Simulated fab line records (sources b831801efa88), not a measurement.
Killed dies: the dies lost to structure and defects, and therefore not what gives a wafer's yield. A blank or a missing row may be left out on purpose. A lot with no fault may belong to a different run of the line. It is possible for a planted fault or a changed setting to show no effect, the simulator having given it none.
8D (eight disciplines) problem report, filled in by code :: flow sky130 :: the parts of the form that need people (team, actions taken, sign-off) are left out

1. PROBLEM STATEMENT
dose-ions-cm2 at SKY_LDD_N_IMPLANT_12 reads a mean of 9e+12 on 6 wafers of 2 lots; wafers without a fault read 5e+12 with a standard deviation of 5.4e+09. So: +99 or more standard deviations from the usual mean.
Earliest sighting: wafer L643.2 on implanter-03 at day 24 20:05. Wafers with a number at this step in the record: 18, from 6 lots. By rule, "out" or "out of limits" means more than 4 standard deviations away from the usual mean. All remaining wafers that have a number are taken as sound.

2. WHAT IT IS AND WHAT IT IS NOT
question: which readings at this step
is: dose-ions-cm2, faraday-current-uA
is not: -

question: which lots
is: L642, L643
is not: L630, L631, L634, L644

question: which wafers of those lots
is: all that have a number
is not: -

question: read on which tools
is: implanter-03
is not: implanter-02

question: when
is: from day 24 20:05
is not: up to then (9 sound wafers); but 3 sound wafers of L644 came after

3. THE SUSPECTS, EACH WITH WHAT RULES IT OUT
Counting: a tool stays on the suspect list if, at a process step up to the reading, it processed all lots that are out and no sound lot following the first of them.
- implanter-03 at SKY_LDD_N_IMPLANT_12: kept. All lots that are out passed through it, beginning with L643 at day 24 20:05, and no sound lot followed; its final sound lot before that point was L630 at day 21 13:35. On those wafers its own readings are out: dose-ions-cm2, faraday-current-uA.
Left after counting: implanter-03 at SKY_LDD_N_IMPLANT_12.

4. THE CAUSE (what the simulator had put in)
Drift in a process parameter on implanter-03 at SKY_LDD_N_IMPLANT_12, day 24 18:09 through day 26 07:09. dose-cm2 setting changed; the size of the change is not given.
After counting, this tool was the only one left.

5. SEQUENCE OF EFFECTS, ordered by route
Each row: a reading whose mean over the struck wafers that have a number lies more than 3 standard deviations from the usual. Only readings for which the record gives a usual standard deviation are gone through. hours: the time from each lot's start at the first step in this table that gives one to its start at this step, as a median over the lots. sigmas: the change in usual standard deviations.
hours: 0
step: SKY_LDD_N_IMPLANT_12
reading: dose-ions-cm2
usual: 5e+12
on struck wafers: 9e+12
change: +4e+12
sigmas: +99 or more

hours: 0
step: SKY_LDD_N_IMPLANT_12
reading: faraday-current-uA
usual: 28.2
on struck wafers: 48.6
change: +20.4
sigmas: +42
It contains these process steps:
- SKY_LDD_N_IMPLANT_12

6. WHAT WOULD HAVE CAUGHT IT SOONER
In this record the first reading out of limits was taken at day 24 20:05, 2 hours after the fault began at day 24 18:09.
